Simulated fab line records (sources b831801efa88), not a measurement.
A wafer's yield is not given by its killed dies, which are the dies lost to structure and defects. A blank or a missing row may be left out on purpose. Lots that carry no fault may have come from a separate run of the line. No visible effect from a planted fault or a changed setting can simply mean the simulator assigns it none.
fab line records	flow sky130
[record] lots = 12	wafers = 36	last_day = 50
route steps=708 shown NWELL@65 VT_ADJUST_NCORE@130 GATE_OXIDE@197 RES_PROTECT@214
lots that met no fault: taken from a fault-free run of the same line
start_h: hours from the record's first day to the start of the lot's first wafer shown	wait_h: how many hours have passed since the lot's step before this one	" identical to the entry in the row above	L1.1+2: a single row standing in for several wafers	- no value, or no start given	* or withheld: withheld	< > ~ a bound
route shown NAME@n: a module of which the file shows steps, and the number in the route of the first	usual: mean/standard deviation of fault-free wafers	same: alike in all rows	chamber/n: place in a boat	sites: the reading at each site	_std_site: standard deviation across them	_edge_site: outer sites' mean less inner sites'	radius_mm: for every site, how far away it sits from the centre of the wafer	mask NAME#n: copy n	behind: tool/chamber where the wafer was last shaped	hold: why the lot went on hold/how many hours it stayed there/how the hold came to an end	device: the transistor (n, p or np) that didn't switch	end of line: the route-end tests of the same wafers	a step without rows: its recipe alone	killed: at the first sort, the dies lost to defects and structure; wafer yield is something else	map: a wafer's dies, marking killed ones x, the rest . and places with no die _
set.NAME: setting as actually run; set.NAME@STEP: the setting as run at that earlier step	model.NAME: the simulator's own value behind a step, which no gauge read
route steps across a sampled set of lots; one table per step, one row per wafer
services: the hour from which a tool's chamber was out of use, counted from the record's first day as start_h (under 0 if before that day), plus the number of hours and why
[[steps]]
[step SKY_NWELL_IMPLANT_12]
[recipe] species = P	energy_kev = 120	dose_cm2 = 1.3e+12	tilt_deg = withheld
[usual] beam_energy_keV = 119.99/0.036	dose_ions_cm2 = 1.3002e+12/1.6e+09	faraday_current_uA = 7.32/0.16
lot.wafer	tool	chamber	start_h	wait_h	beam_energy_keV	dose_ions_cm2	faraday_current_uA
L195.1	implanter-03	0	83.76	0.1	120.01	1.2994e+12	7.18
L195.2	"	0	"	"	119.99	1.3019e+12	7.61
L195.6	"	0	"	"	120.04	1.2969e+12	7.45
L196.2	implanter-01	0	91.48	0.1	120.08	1.3017e+12	7.43
L196.3	"	0	"	"	119.97	1.3012e+12	7.32
L196.6	"	0	"	"	120.00	1.2998e+12	7.43
L198.2	implanter-03	0	103.23	0.1	119.99	1.2999e+12	7.14
L198.4	"	0	"	"	119.99	1.3e+12	7.27
L198.5	"	0	"	"	120.00	1.2996e+12	7.48
L199.1	implanter-01	0	107.07	0.1	120.02	1.2984e+12	7.19
L199.3	"	0	"	"	120.03	1.2984e+12	7.08
L199.5	"	0	"	"	120.06	1.3012e+12	7.33
L200.1	implanter-01	0	113.41	0.1	119.87	1.301e+12	7.25
L200.4	"	0	"	"	119.94	1.3006e+12	7.19
L200.6	"	0	"	"	119.95	1.3e+12	7.34
L202.1	implanter-01	0	126.91	0.1	119.98	1.3029e+12	7.32
L202.3	"	0	"	"	120.05	1.3037e+12	7.43
L202.4	"	0	"	"	119.99	1.3039e+12	7.25
L206.1	implanter-02	0	156.01	0.1	119.97	2.4902e+12	13.91
L206.4	"	0	"	"	120.00	2.4895e+12	14.48
L206.5	"	0	"	"	119.99	2.4892e+12	14.22
L207.1	implanter-01	0	159.57	0.1	119.95	1.2997e+12	7.25
L207.3	"	0	"	"	119.97	1.2989e+12	7.60
L207.6	"	0	"	"	120.02	1.3005e+12	7.24
L208.1	implanter-02	0	164.06	0.1	119.98	2.4889e+12	13.67
L208.4	"	0	"	"	119.98	2.4886e+12	13.92
L208.5	"	0	"	"	120.02	2.4895e+12	13.68
L216.1	implanter-01	0	215.26	0.1	119.95	1.3013e+12	7.46
L216.2	"	0	"	"	119.98	1.3017e+12	7.27
L216.6	"	0	"	"	119.97	1.3011e+12	7.27
L217.1	implanter-02	0	227.66	0.1	120.00	1.2998e+12	7.46
L217.3	"	0	"	"	120.06	1.3022e+12	7.21
L217.5	"	0	"	"	120.00	1.2981e+12	7.53
L218.3	implanter-03	0	228.06	0.1	119.94	1.3022e+12	7.70
L218.4	"	0	"	"	120.00	1.2999e+12	7.17
L218.5	"	0	"	"	119.98	1.2998e+12	7.22
[step SKY_NWELL_RS_MEAS_29]
[recipe] thk_meas_gauge = four-point-probe
[usual] NWELL_RS = 624.8/1.5
lot.wafer	tool	chamber	start_h	wait_h	hold	NWELL_RS[ohm/sq]
L195.1	film_metro-04	-	101.93	0.1	-	626.0
L195.2	"	-	"	"	-	624.5
L195.6	"	-	"	"	-	626.2
L196.2	film_metro-03	-	109.85	0.2	-	623.9
L196.3	"	-	"	"	-	621.9
L196.6	"	-	"	"	-	623.4
L198.2	film_metro-03	-	122.50	0.1	-	624.4
L198.4	"	-	"	"	-	626.2
L198.5	"	-	"	"	-	624.8
L199.1	film_metro-02	-	126.87	0.2	-	624.0
L199.3	"	-	"	"	-	623.5
L199.5	"	-	"	"	-	623.9
L200.1	film_metro-04	-	137.74	0.2	-	626.0
L200.4	"	-	"	"	-	625.8
L200.6	"	-	"	"	-	625.5
L202.1	film_metro-02	-	145.53	0.2	-	624.7
L202.3	"	-	"	"	-	623.9
L202.4	"	-	"	"	-	622.6
L206.1	film_metro-04	-	176.37	0.1	await_dispo/0.2h/release	596.2
L206.4	"	-	"	"	await_dispo/0.2h/release	595.3
L206.5	"	-	"	"	await_dispo/0.2h/release	596.0
L206.1	film_metro-04	-	176.73	0.3	-	595.1
L206.4	"	-	"	"	-	595.6
L206.5	"	-	"	"	-	595.7
L207.1	film_metro-02	-	179.17	0.1	-	625.7
L207.3	"	-	"	"	-	625.1
L207.6	"	-	"	"	-	626.2
L208.1	film_metro-03	-	185.83	0.1	await_dispo/0.2h/release	595.0
L208.4	"	-	"	"	await_dispo/0.2h/release	595.3
L208.5	"	-	"	"	await_dispo/0.2h/release	595.4
L208.1	film_metro-03	-	186.19	0.3	-	595.5
L208.4	"	-	"	"	-	596.5
L208.5	"	-	"	"	-	596.7
L216.1	film_metro-02	-	238.78	0.1	-	625.0
L216.2	"	-	"	"	-	624.0
L216.6	"	-	"	"	-	624.8
L217.1	film_metro-02	-	251.92	0.1	-	625.9
L217.3	"	-	"	"	-	626.8
L217.5	"	-	"	"	-	625.9
L218.3	film_metro-04	-	252.31	0.1	-	625.9
L218.4	"	-	"	"	-	625.0
L218.5	"	-	"	"	-	624.0
[step SKY_VT_ADJUST_NCORE_TW_MEAS_11]
[usual] VT_ADJUST_NCORE_TW = 220.4/1.4
lot.wafer	tool	chamber	start_h	wait_h	VT_ADJUST_NCORE_TW
L195.1	film_metro-03	-	179.11	0.1	221.8
L195.2	"	-	"	"	221.4
L195.6	"	-	"	"	221.0
L196.2	film_metro-03	-	188.70	0.1	220.3
L196.3	"	-	"	"	220.5
L196.6	"	-	"	"	220.4
L198.2	film_metro-01	-	202.14	0.1	222.1
L198.4	"	-	"	"	221.9
L198.5	"	-	"	"	221.4
L199.1	film_metro-02	-	207.64	0.1	219.1
L199.3	"	-	"	"	218.4
L199.5	"	-	"	"	218.0
L200.1	film_metro-02	-	219.87	0.1	218.9
L200.4	"	-	"	"	218.5
L200.6	"	-	"	"	219.4
L202.1	film_metro-01	-	229.87	0.1	221.5
L202.3	"	-	"	"	222.8
L202.4	"	-	"	"	223.2
L206.1	film_metro-02	-	268.02	0.1	220.1
L206.4	"	-	"	"	219.9
L206.5	"	-	"	"	218.7
L207.1	film_metro-03	-	270.76	0.2	220.1
L207.3	"	-	"	"	219.2
L207.6	"	-	"	"	220.2
L208.1	film_metro-02	-	279.33	0.1	220.7
L208.4	"	-	"	"	219.3
L208.5	"	-	"	"	219.5
L216.1	film_metro-01	-	342.17	0.1	222.4
L216.2	"	-	"	"	223.1
L216.6	"	-	"	"	222.6
L217.1	film_metro-03	-	357.58	0.1	218.9
L217.3	"	-	"	"	219.5
L217.5	"	-	"	"	219.0
L218.3	film_metro-01	-	358.06	0.1	221.5
L218.4	"	-	"	"	222.3
L218.5	"	-	"	"	222.3
[step SKY_GATE_OXIDE_OVL_MEAS_10]
[usual] GATE_OXIDE_OVL = 0.0/1.6
lot.wafer	tool	chamber	start_h	wait_h	GATE_OXIDE_OVL[nm]
L195.1	overlay-01	-	305.52	0.1	-1.6
L195.2	"	-	"	"	-0.6
L195.6	"	-	"	"	0.0
L196.2	overlay-01	-	315.28	0.1	0.7
L196.3	"	-	"	"	1.8
L196.6	"	-	"	"	2.9
L198.2	overlay-01	-	332.48	0.1	1.5
L198.4	"	-	"	"	2.6
L198.5	"	-	"	"	1.0
L199.1	overlay-02	-	337.32	0.1	1.0
L199.3	"	-	"	"	-0.1
L199.5	"	-	"	"	1.7
L200.1	overlay-02	-	356.08	0.1	-1.4
L200.4	"	-	"	"	-0.5
L200.6	"	-	"	"	1.0
L202.1	overlay-01	-	369.68	0.1	-3.9
L202.3	"	-	"	"	-2.2
L202.4	"	-	"	"	-3.5
L207.1	overlay-02	-	413.37	0.1	1.5
L207.3	"	-	"	"	0.4
L207.6	"	-	"	"	0.8
L206.1	overlay-02	-	413.58	0.1	0.7
L206.4	"	-	"	"	0.8
L206.5	"	-	"	"	1.2
L208.1	overlay-01	-	428.22	0.1	-2.8
L208.4	"	-	"	"	-1.7
L208.5	"	-	"	"	-1.4
L216.1	overlay-01	-	498.02	0.1	-1.0
L216.2	"	-	"	"	-0.6
L216.6	"	-	"	"	-0.2
L217.1	overlay-01	-	514.22	0.1	1.6
L217.3	"	-	"	"	0.9
L217.5	"	-	"	"	0.3
L218.3	overlay-01	-	515.48	0.1	0.6
L218.4	"	-	"	"	1.0
L218.5	"	-	"	"	0.8
[step SKY_RES_PROTECT_STRIP_07]
[recipe] chemistry = O2/N2	power_w = 1400	pressure_mtorr = 1500	platen_temp_c = withheld	o2_flow_sccm = 3000	n2_flow_sccm = 300	overash_fraction = 0.5
[usual] drypump_motor_current_A = 5.7/0.36	oes_product_au = 0.518/0.0045	strip_time_to_endpoint_s = 23.28/0.039
lot.wafer	tool	chamber	start_h	wait_h	drypump_motor_current_A	oes_product_au	rf_hours_counter_h	strip_time_to_endpoint_s
L195.1	plasma_asher-04	1	337.13	0.1	6.0	0.510	62	23.28
L195.2	"	0	"	"	6.1	0.513	62	23.26
L195.6	"	0	"	"	6.1	0.516	-	23.30
L196.2	plasma_asher-04	0	346.23	0.1	6.0	0.512	63	23.26
L196.3	"	1	"	"	6.1	0.518	-	23.26
L196.6	"	0	"	"	6.1	0.527	-	23.31
L198.2	plasma_asher-01	0	364.67	0.1	5.2	0.525	67	23.20
L198.4	"	0	"	"	5.2	0.522	-	23.24
L198.5	"	1	"	"	5.2	0.520	-	23.22
L199.1	plasma_asher-02	0	369.67	0.1	5.9	0.520	54	23.30
L199.3	"	0	"	"	5.8	0.528	-	23.30
L199.5	"	1	"	"	5.4	0.523	-	23.31
L200.1	plasma_asher-02	1	387.72	0.1	5.5	0.521	55	23.24
L200.4	"	0	"	"	5.9	0.523	-	23.26
L200.6	"	1	"	"	5.5	0.519	-	23.24
L202.1	plasma_asher-04	0	402.41	0.1	6.1	0.515	69	23.24
L202.3	"	0	"	"	6.0	0.518	-	23.22
L202.4	"	1	"	"	6.0	0.510	-	23.25
L207.1	plasma_asher-04	1	447.92	0.1	6.1	0.516	72	23.26
L207.3	"	1	"	"	6.1	0.518	-	23.27
L207.6	"	0	"	"	6.1	0.520	-	23.27
L206.1	plasma_asher-01	1	448.22	0.1	5.2	0.515	2	23.29
L206.4	"	1	"	"	5.2	0.518	-	23.30
L206.5	"	0	"	"	5.2	0.514	-	23.31
L208.1	plasma_asher-04	0	462.18	0.1	6.0	0.515	74	23.23
L208.4	"	1	"	"	6.1	0.508	-	23.29
L208.5	"	1	"	"	6.0	0.517	-	23.34
L216.1	plasma_asher-01	0	530.88	0.1	5.2	0.517	11	23.24
L216.2	"	1	"	"	5.2	0.518	11	23.25
L216.6	"	1	"	"	5.2	0.518	-	23.24
L217.1	plasma_asher-04	0	547.28	0.1	6.0	0.530	79	23.27
L217.3	"	1	"	"	6.1	0.521	-	23.25
L217.5	"	1	"	"	6.1	0.513	-	23.26
L218.3	plasma_asher-01	0	548.31	0.1	5.3	0.514	-	23.31
L218.4	"	1	"	"	5.2	0.511	-	23.30
L218.5	"	0	"	"	5.2	0.518	-	23.29
[[services]]
tool	chamber	start_h	hours	kind
plasma_asher-04	-	90.46	3.3	repair
plasma_asher-01	-	94.15	0.7	repair
plasma_asher-01	-	106.33	10.0	pm
implanter-02	-	107.39	20.7	pm
implanter-02	-	137.90	0.8	repair
implanter-02	-	208.79	6.6	repair
implanter-03	-	213.38	4.4	pm
implanter-02	-	229.00	9.7	repair
implanter-02	-	239.78	6.4	pm
implanter-01	-	256.39	4.1	repair
implanter-01	-	275.12	4.1	pm
implanter-02	-	285.37	3.9	repair
implanter-02	-	290.62	2.5	repair
implanter-03	-	297.83	5.2	repair
implanter-02	-	308.24	2.5	repair
plasma_asher-01	-	335.35	4.2	repair
plasma_asher-04	-	338.96	2.3	repair
implanter-01	-	375.54	2.7	pm
implanter-01	-	411.15	2.0	repair
plasma_asher-01	-	421.25	9.0	pm
plasma_asher-04	-	436.79	7.9	repair
plasma_asher-04	-	478.81	6.4	repair
plasma_asher-04	-	493.44	28.1	pm
implanter-01	-	506.08	17.3	repair
[[key]]
[first_sign] step = SKY_NWELL_IMPLANT_12	reading = dose_ions_cm2	direction = up	sigmas = 99+	usual = *	struck = *
[effect] step = SKY_NWELL_IMPLANT_12	reading = faraday_current_uA	direction = up	sigmas = 41	usual = 7.32	struck = 13.98
[effect] step = SKY_NWELL_RS_MEAS_29	reading = visit	direction = added
[effect] step = SKY_NWELL_RS_MEAS_29	reading = NWELL_RS	direction = down	sigmas = 19	usual = 624.8	struck = 595.5
met_at SKY_NWELL_IMPLANT_12
struck_lots L206,L208
tester_left_out L206,L208
not_acting_at SKY_VT_ADJUST_NCORE_TW_MEAS_11,SKY_GATE_OXIDE_OVL_MEAS_10,SKY_RES_PROTECT_STRIP_07
[fault] kind = process_parameter_drift	tool = implanter-02	chamber = -	onset_h = 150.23	steps = SKY_NWELL_IMPLANT_12	channel = dose_cm2	offset = *	shape = step	end_h = 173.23	acts_in = *	stated = *
// tester_left_out: of these lots the tester's yield and bins aren't shown, on N5 and GAA mostly nor the transistor test; their killed dies are dies lost to structure and defects alone, not to doping, threshold or leakage, so they don't give the yield
